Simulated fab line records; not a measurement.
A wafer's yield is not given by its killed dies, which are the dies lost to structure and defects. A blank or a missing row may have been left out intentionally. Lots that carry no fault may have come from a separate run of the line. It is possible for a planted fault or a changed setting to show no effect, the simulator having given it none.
fab line records -- flow gf180mcu
record: lots: 14, wafers: 42, lastDay: 34
route steps=602 shown STI@15 PSD@263 CONTACT@309
lots that met no fault: from a run of the same line without faults
startH: hours from the record's opening day to when the first of the lot's shown wafers began -- waitH: hours elapsed since this lot's preceding step -- " identical to the entry in the row above -- L1.1+2: one row covering several wafers at once -- - value missing, or start not given -- * or withheld: withheld -- < > ~ a bound
route shown NAME@n: names a module that has steps shown in the file, with the first one's number in the route -- usual: the fault-free wafers' mean and standard deviation -- same: alike in all rows -- chamber/n: place in a boat -- sites: per-site readings -- _std_site: the values' standard deviation -- _edge_site: mean of outer sites minus mean of inner sites -- radiusMm: how far each site lies from the wafer's centre -- mask NAME#n: copy n -- behind: the last tool/chamber to shape the wafer -- hold: reason for holding the lot/hours on hold/outcome of the hold -- device: the n, p or np transistor that did not switch -- end of line: the same wafers' tests at the end of the route -- a step without rows: its recipe alone -- killed: not the wafer's yield, but the dies lost to structure and defects at the first sort -- map: per-die view of a wafer (x killed, . not killed, _ where there is no die)
set.NAME: the setting that was run; set.NAME@STEP: the one run at that earlier step -- model.NAME: the simulator's own value behind a step, which no gauge read
the route's steps for a sample of lots (tables are steps, rows are wafers)
services: when a tool's chamber went out of use (startH, in hours from the record's first day, below 0 if earlier), for how many hours, and the reason
== steps ==
step: GF_STI_ETCH_14
recipe: target: Si, chemistry: HBr/Cl2/O2, targetDepthNm: 360, icpW: 600, biasW: 150, pressureMtorr: 15, HBr_flow_sccm: 150, Cl2_flow_sccm: 40, O2_flow_sccm: 6, timeS: 102.9
usual: drypumpMotorCurrentA: 5.7/0.38, oesProductAu: 1.002/0.016, runLengthS: 131.2/0.44, throttleValvePct: 25.656/0.014
lot.wafer,tool,chamber,startH,waitH,drypumpMotorCurrentA,oesProductAu,rfHoursCounterH,runLengthS,throttleValvePct
L936.3,rieSi-02,3,25.62,0.0,6.0,1.024,2,131.1,25.650
L936.5,rieSi-02,2,25.62,0.0,5.1,1.031,-,131.7,25.637
L936.6,rieSi-02,1,25.62,0.0,5.3,0.992,-,131.1,25.679
L939.1,rieSi-02,1,43.62,0.0,5.3,0.972,2,143.7,25.670
L939.4,rieSi-02,0,43.62,0.0,6.2,0.990,33,143.6,25.660
L939.5,rieSi-02,1,43.62,0.0,5.3,0.974,-,143.9,25.669
L941.1,rieSi-02,3,50.52,0.0,6.0,1.032,2,144.5,25.663
L941.3,rieSi-02,2,50.52,0.0,5.1,1.016,125,144.5,25.646
L941.6,rieSi-02,2,50.52,0.0,5.1,1.018,-,144.5,25.656
L942.3,rieSi-01,1,61.82,0.0,5.7,1.012,78,131.5,25.631
L942.5,rieSi-01,1,61.82,0.0,5.7,1.006,-,131.1,25.643
L942.6,rieSi-01,2,61.82,0.0,5.9,1.000,-,130.7,25.658
L948.1,rieSi-01,3,86.53,0.0,5.1,0.986,145,132.1,25.655
L948.2,rieSi-01,0,86.53,0.0,5.8,1.026,104,131.2,25.639
L948.4,rieSi-01,2,86.53,0.0,5.9,0.979,2,130.9,25.669
L949.2,rieSi-01,3,92.52,0.0,5.1,0.974,145,132.1,25.678
L949.3,rieSi-01,2,92.52,0.0,5.9,0.986,2,130.5,25.661
L949.6,rieSi-01,1,92.52,0.0,5.7,1.009,-,131.8,25.661
L950.1,rieSi-01,3,98.47,0.0,5.1,0.976,145,131.7,25.685
L950.2,rieSi-01,1,98.47,0.0,5.7,1.019,79,131.6,25.663
L950.4,rieSi-01,2,98.47,0.0,5.9,1.003,2,130.5,25.657
L951.1,rieSi-01,3,102.32,0.0,5.2,0.986,145,131.9,25.671
L951.4,rieSi-01,2,102.32,0.0,5.9,0.992,2,130.7,25.673
L951.5,rieSi-01,0,102.32,0.0,5.8,1.009,-,131.3,25.647
L952.2,rieSi-01,0,107.68,0.0,5.8,1.014,104,131.2,25.636
L952.3,rieSi-01,1,107.68,0.0,5.7,1.022,79,131.3,25.640
L952.4,rieSi-01,2,107.68,0.0,5.9,1.009,-,130.6,25.660
L953.3,rieSi-01,1,115.78,0.0,5.7,1.020,79,131.2,25.642
L953.4,rieSi-01,1,115.78,0.0,5.7,1.024,-,131.2,25.640
L953.5,rieSi-01,2,115.78,0.0,5.9,0.998,-,131.1,25.635
L954.2,rieSi-02,3,119.17,0.0,6.0,1.004,3,131.2,25.653
L954.5,rieSi-02,1,119.17,0.0,5.3,0.977,-,130.9,25.666
L954.6,rieSi-02,0,119.17,0.0,6.3,1.004,-,130.7,25.668
L955.1,rieSi-02,3,125.72,0.0,6.0,0.979,3,131.4,25.651
L955.3,rieSi-02,0,125.72,0.0,6.3,0.992,34,130.5,25.660
L955.6,rieSi-02,2,125.72,0.0,5.2,1.018,-,131.4,25.626
L958.1,rieSi-01,3,139.43,0.0,5.1,1.011,0,132.1,25.650
L958.2,rieSi-01,1,139.43,0.0,5.7,1.025,79,132.0,25.638
L958.4,rieSi-01,0,139.43,0.0,5.8,1.021,104,131.4,25.631
L959.1,rieSi-01,3,144.57,0.0,5.1,1.014,0,131.7,25.657
L959.2,rieSi-01,1,144.57,0.0,5.7,1.012,79,131.2,25.646
L959.3,rieSi-01,2,144.57,0.0,5.9,0.990,2,131.0,25.673
step: GF_PSD_RS_MEAS_15
recipe: thkMeasGauge: four-point-probe
usual: PSD_RS: 108.52/0.25
lot.wafer,tool,chamber,startH,waitH,PSD_RS[ohm/sq]
L936.3,filmMetro-03,-,327.03,0.1,108.40
L936.5,filmMetro-03,-,327.03,0.1,108.34
L936.6,filmMetro-03,-,327.03,0.1,108.23
L939.1,filmMetro-02,-,341.18,0.1,108.18
L939.4,filmMetro-02,-,341.18,0.1,108.21
L939.5,filmMetro-02,-,341.18,0.1,108.51
L941.1,filmMetro-02,-,361.53,0.1,109.11
L941.3,filmMetro-02,-,361.53,0.1,108.49
L941.6,filmMetro-02,-,361.53,0.1,108.97
L942.3,filmMetro-04,-,375.28,0.1,108.70
L942.5,filmMetro-04,-,375.28,0.1,108.83
L942.6,filmMetro-04,-,375.28,0.1,108.67
L948.1,filmMetro-03,-,421.93,0.1,108.53
L948.2,filmMetro-03,-,421.93,0.1,108.52
L948.4,filmMetro-03,-,421.93,0.1,108.25
L949.2,filmMetro-04,-,434.60,0.1,108.16
L949.3,filmMetro-04,-,434.60,0.1,108.35
L949.6,filmMetro-04,-,434.60,0.1,108.43
L950.1,filmMetro-03,-,445.03,0.1,108.59
L950.2,filmMetro-03,-,445.03,0.1,108.40
L950.4,filmMetro-03,-,445.03,0.1,108.74
L951.1,filmMetro-04,-,446.69,0.1,108.73
L951.4,filmMetro-04,-,446.69,0.1,108.63
L951.5,filmMetro-04,-,446.69,0.1,108.82
L952.2,filmMetro-02,-,458.16,0.1,108.98
L952.3,filmMetro-02,-,458.16,0.1,108.73
L952.4,filmMetro-02,-,458.16,0.1,108.72
L953.3,filmMetro-04,-,466.82,0.1,108.71
L953.4,filmMetro-04,-,466.82,0.1,108.66
L953.5,filmMetro-04,-,466.82,0.1,108.90
L954.2,filmMetro-02,-,470.41,0.1,108.75
L954.5,filmMetro-02,-,470.41,0.1,108.42
L954.6,filmMetro-02,-,470.41,0.1,108.31
L955.1,filmMetro-02,-,481.53,0.1,108.62
L955.3,filmMetro-02,-,481.53,0.1,108.49
L955.6,filmMetro-02,-,481.53,0.1,108.60
L958.1,filmMetro-03,-,501.88,0.1,108.19
L958.2,filmMetro-03,-,501.88,0.1,108.45
L958.4,filmMetro-03,-,501.88,0.1,108.29
L959.1,filmMetro-02,-,507.68,0.1,109.07
L959.2,filmMetro-02,-,507.68,0.1,108.35
L959.3,filmMetro-02,-,507.68,0.1,108.46
step: GF_CONTACT_SPUTTER_22
recipe: material: Ti, targetThkNm: 15, chamberPressurePa: 5, powerW: 2500, substrateTempC: 200, timeS: 80.02
usual: throttleValvePct: 29.9/1.2
lot.wafer,tool,chamber,startH,waitH,throttleValvePct
L936.3,pvdSputter-04,-,371.50,0.0,30.1
L936.5,pvdSputter-04,-,371.50,0.0,30.1
L936.6,pvdSputter-04,-,371.50,0.0,29.0
L939.1,pvdSputter-02,-,385.80,0.0,30.1
L939.4,pvdSputter-02,-,385.80,0.0,30.2
L939.5,pvdSputter-02,-,385.80,0.0,30.2
L941.1,pvdSputter-04,-,409.04,0.0,27.8
L941.3,pvdSputter-04,-,409.04,0.0,30.7
L941.6,pvdSputter-04,-,409.04,0.0,27.5
L942.3,pvdSputter-02,-,425.24,0.0,29.7
L942.5,pvdSputter-02,-,425.24,0.0,29.8
L942.6,pvdSputter-02,-,425.24,0.0,32.0
L948.1,pvdSputter-04,-,472.93,0.0,27.7
L948.2,pvdSputter-04,-,472.93,0.0,30.8
L948.4,pvdSputter-04,-,472.93,0.0,28.6
L949.2,pvdSputter-02,-,485.27,0.0,30.0
L949.3,pvdSputter-02,-,485.27,0.0,29.9
L949.6,pvdSputter-02,-,485.27,0.0,29.9
L950.1,pvdSputter-01,-,494.85,0.0,28.8
L950.2,pvdSputter-01,-,494.85,0.0,30.8
L950.4,pvdSputter-01,-,494.85,0.0,31.3
L951.1,pvdSputter-02,-,496.63,0.0,30.0
L951.4,pvdSputter-02,-,496.63,0.0,29.1
L951.5,pvdSputter-02,-,496.63,0.0,29.9
L952.2,pvdSputter-01,-,508.96,0.0,30.9
L952.3,pvdSputter-01,-,508.96,0.0,28.8
L952.4,pvdSputter-01,-,508.96,0.0,30.4
L953.3,pvdSputter-04,-,515.81,0.0,30.0
L953.4,pvdSputter-04,-,515.81,0.0,27.6
L953.5,pvdSputter-04,-,515.81,0.0,30.6
L954.2,pvdSputter-02,-,520.38,0.0,31.8
L954.5,pvdSputter-02,-,520.38,0.0,30.2
L954.6,pvdSputter-02,-,520.38,0.0,29.4
L955.1,pvdSputter-02,-,529.83,0.0,29.8
L955.3,pvdSputter-02,-,529.83,0.0,29.2
L955.6,pvdSputter-02,-,529.83,0.0,29.3
L958.1,pvdSputter-04,-,549.33,0.0,27.4
L958.2,pvdSputter-04,-,549.33,0.0,28.5
L958.4,pvdSputter-04,-,549.33,0.0,30.7
L959.1,pvdSputter-02,-,555.67,0.0,29.5
L959.2,pvdSputter-02,-,555.67,0.0,29.6
L959.3,pvdSputter-02,-,555.67,0.0,32.2
step: GF_CONTACT_RS_MEAS_25
recipe: thkMeasGauge: four-point-probe, reads: W_of_CONTACT_CVD_24+TiN_of_CONTACT_SPUTTER_23+Ti_of_CONTACT_SPUTTER_22
usual: CONTACT_W_RS: 0.383/0.0053
lot.wafer,tool,chamber,startH,waitH,CONTACT_W_RS[ohm/sq]
L936.3,filmMetro-02,-,371.74,0.1,0.385
L936.5,filmMetro-02,-,371.74,0.1,0.385
L936.6,filmMetro-02,-,371.74,0.1,0.379
L939.1,filmMetro-02,-,386.00,0.1,0.379
L939.4,filmMetro-02,-,386.00,0.1,0.383
L939.5,filmMetro-02,-,386.00,0.1,0.378
L941.1,filmMetro-04,-,409.25,0.1,0.375
L941.3,filmMetro-04,-,409.25,0.1,0.376
L941.6,filmMetro-04,-,409.25,0.1,0.376
L942.3,filmMetro-04,-,425.48,0.1,0.382
L942.5,filmMetro-04,-,425.48,0.1,0.387
L942.6,filmMetro-04,-,425.48,0.1,0.382
L948.1,filmMetro-01,-,473.13,0.1,0.379
L948.2,filmMetro-01,-,473.13,0.1,0.382
L948.4,filmMetro-01,-,473.13,0.1,0.382
L949.2,filmMetro-04,-,485.59,0.2,0.386
L949.3,filmMetro-04,-,485.59,0.2,0.386
L949.6,filmMetro-04,-,485.59,0.2,0.389
L950.1,filmMetro-04,-,495.05,0.1,0.383
L950.2,filmMetro-04,-,495.05,0.1,0.390
L950.4,filmMetro-04,-,495.05,0.1,0.380
L951.1,filmMetro-01,-,496.83,0.1,0.383
L951.4,filmMetro-01,-,496.83,0.1,0.387
L951.5,filmMetro-01,-,496.83,0.1,0.382
L952.2,filmMetro-04,-,509.19,0.1,0.386
L952.3,filmMetro-04,-,509.19,0.1,0.385
L952.4,filmMetro-04,-,509.19,0.1,0.382
L953.3,filmMetro-02,-,516.05,0.1,0.382
L953.4,filmMetro-02,-,516.05,0.1,0.384
L953.5,filmMetro-02,-,516.05,0.1,0.385
L954.2,filmMetro-02,-,520.60,0.1,0.385
L954.5,filmMetro-02,-,520.60,0.1,0.384
L954.6,filmMetro-02,-,520.60,0.1,0.381
L955.1,filmMetro-04,-,530.03,0.1,0.391
L955.3,filmMetro-04,-,530.03,0.1,0.384
L955.6,filmMetro-04,-,530.03,0.1,0.388
L958.1,filmMetro-04,-,549.53,0.1,0.382
L958.2,filmMetro-04,-,549.53,0.1,0.381
L958.4,filmMetro-04,-,549.53,0.1,0.378
L959.1,filmMetro-04,-,555.87,0.1,0.389
L959.2,filmMetro-04,-,555.87,0.1,0.384
L959.3,filmMetro-04,-,555.87,0.1,0.380
== services ==
tool,chamber,startH,hours,kind
rieSi-02,0,24.28,7.6,repair
pvdSputter-01,-,25.19,14.6,repair
pvdSputter-01,-,53.26,1.6,repair
rieSi-02,2,75.14,14.8,repair
rieSi-01,3,107.10,-,clean
rieSi-01,3,107.10,17.9,scheduledDown
rieSi-01,3,107.10,17.9,ventCycle
rieSi-01,1,149.70,4.8,repair
pvdSputter-01,-,184.73,3.8,repair
pvdSputter-01,-,211.29,9.9,repair
pvdSputter-02,-,245.92,1.5,repair
pvdSputter-02,-,261.64,1.9,repair
pvdSputter-02,-,274.92,2.5,repair
rieSi-01,0,281.76,-,clean
rieSi-01,0,281.76,26.3,scheduledDown
rieSi-01,0,281.76,26.3,ventCycle
pvdSputter-02,-,282.64,5.3,repair
rieSi-02,0,309.61,8.0,repair
pvdSputter-04,-,329.12,3.3,repair
rieSi-02,0,378.69,5.8,repair
pvdSputter-01,-,388.62,6.9,repair
rieSi-02,-,446.74,0.4,repair
pvdSputter-01,-,454.14,5.5,repair
rieSi-01,-,520.25,0.4,repair
== key ==
firstSign: step: GF_STI_ETCH_14, reading: runLengthS, direction: up, sigmas: 29, usual: *, struck: *
effect none on later readings
metAt GF_STI_ETCH_14
struckLots L939,L941
testerLeftOut L939,L941
notActingAt GF_PSD_RS_MEAS_15,GF_CONTACT_SPUTTER_22,GF_CONTACT_RS_MEAS_25
onsetBetween 25.62 43.62
fault: kind: processParameterDrift, tool: rieSi-02, chamber: -, onsetH: 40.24, steps: GF_STI_ETCH_14, channel: timeS, offset: *, shape: step, endH: 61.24, actsIn: *, stated: *
testerLeftOut: of these lots the tester's yield and bins aren't shown, on N5 and GAA mostly nor the transistor test; their killed dies are dies lost to structure and defects alone, not to doping, threshold or leakage, so they don't give the yield
